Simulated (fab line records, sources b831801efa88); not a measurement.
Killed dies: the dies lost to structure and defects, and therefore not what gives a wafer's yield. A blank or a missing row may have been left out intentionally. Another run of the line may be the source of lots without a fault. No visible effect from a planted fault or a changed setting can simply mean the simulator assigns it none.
Matching of chambers + flow sky130 + SKY_CAPM_CVD_00 on pecvd-01: 3 sister chambers
The step deposits SiO2, target thk 15.5 nm. 30 wafers are shown with their chamber, then 12 later ones without.

EACH WAFER AND ITS CHAMBER
| wafer  | chamber | heater-power-w (W) | heater-power-outer-w (W) |
|--------|---------|--------------------|--------------------------|
| L074.1 | 2       | 719                | 426                      |
| L074.2 | 0       | 667                | 394                      |
| L074.3 | 1       | 775                | 482                      |
| L074.4 | 0       | 651                | 421                      |
| L074.5 | 1       | 779                | 486                      |
| L074.6 | 2       | 734                | 430                      |
| L076.2 | 2       | 734                | 432                      |
| L076.5 | 1       | 708                | 422                      |
| L076.6 | 2       | 740                | 443                      |
| L079.1 | 1       | 781                | 485                      |
| L079.2 | 2       | 815                | 492                      |
| L079.3 | 1       | 779                | 495                      |
| L079.4 | 2       | 834                | 492                      |
| L079.5 | 2       | 799                | 501                      |
| L079.6 | 1       | 748                | 481                      |
| L085.2 | 2       | 743                | 417                      |
| L085.3 | 0       | 716                | 466                      |
| L085.6 | 0       | 718                | 462                      |
| L086.1 | 2       | 787                | 483                      |
| L086.2 | 1       | 782                | 486                      |
| L086.3 | 0       | 628                | 402                      |
| L086.4 | 2       | 791                | 469                      |
| L086.5 | 1       | 774                | 490                      |
| L086.6 | 0       | 656                | 411                      |
| L089.1 | 0       | 698                | 444                      |
| L089.2 | 1       | 756                | 466                      |
| L089.4 | 2       | 840                | 501                      |
| L091.3 | 2       | 704                | 410                      |
| L091.4 | 1       | 761                | 486                      |
| L091.6 | 2       | 723                | 400                      |

SIGNATURES (averages over the wafers above)
| reading              | chamber 0 | chamber 1 | chamber 2 | scatter within a chamber |
|----------------------|-----------|-----------|-----------|--------------------------|
| heater-power-w       | 676.29    | 764.30    | 766.38    | 37.4                     |
| heater-power-outer-w | 428.57    | 477.90    | 453.54    | 30.8                     |
Rule: for each reading, subtract the chamber's mean from the wafer's reading, divide by that reading's scatter and square the result; add these up over the readings and take the root, which gives the wafer's distance from the chamber. If the next closest chamber is less than 2 further off than the closest, the wafer can't be placed; otherwise it belongs to the closest. The scatter: the root of (the sum of the squares of (reading less its chamber's mean) over the shown wafers, divided by (wafers less chambers)).

WAFERS WITHOUT THEIR CHAMBER
| wafer  | heater-power-w (W) | heater-power-outer-w (W) |
|--------|--------------------|--------------------------|
| L093.1 | 694                | 432                      |
| L093.2 | 714                | 404                      |
| L093.5 | 695                | 430                      |
| L094.2 | 723                | 452                      |
| L094.3 | 795                | 460                      |
| L094.4 | 805                | 469                      |
| L095.1 | 765                | 468                      |
| L095.3 | 620                | 376                      |
| L095.5 | 616                | 392                      |
| L097.2 | 599                | 372                      |
| L097.4 | 723                | 403                      |
| L097.5 | 760                | 467                      |

WHICH CHAMBER EACH WENT THROUGH
| wafer  | from the rows above          | in truth |
|--------|------------------------------|----------|
| L093.1 | can't be placed: 0 or 2 or 1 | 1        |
| L093.2 | can't be placed: 0 or 2 or 1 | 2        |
| L093.5 | can't be placed: 0 or 2 or 1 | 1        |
| L094.2 | can't be placed: 2 or 1 or 0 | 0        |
| L094.3 | can't be placed: 2 or 1      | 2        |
| L094.4 | can't be placed: 1 or 2      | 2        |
| L095.1 | can't be placed: 1 or 2      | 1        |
| L095.3 | 0                            | 0        |
| L095.5 | 0                            | 0        |
| L097.2 | 0                            | 0        |
| L097.4 | can't be placed: 0 or 2 or 1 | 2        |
| L097.5 | can't be placed: 1 or 2      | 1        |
Placed correctly: 3 of 12. Can't be placed from these rows: 9 (the true chamber is among the candidates in 9). Number placed wrongly: 0.
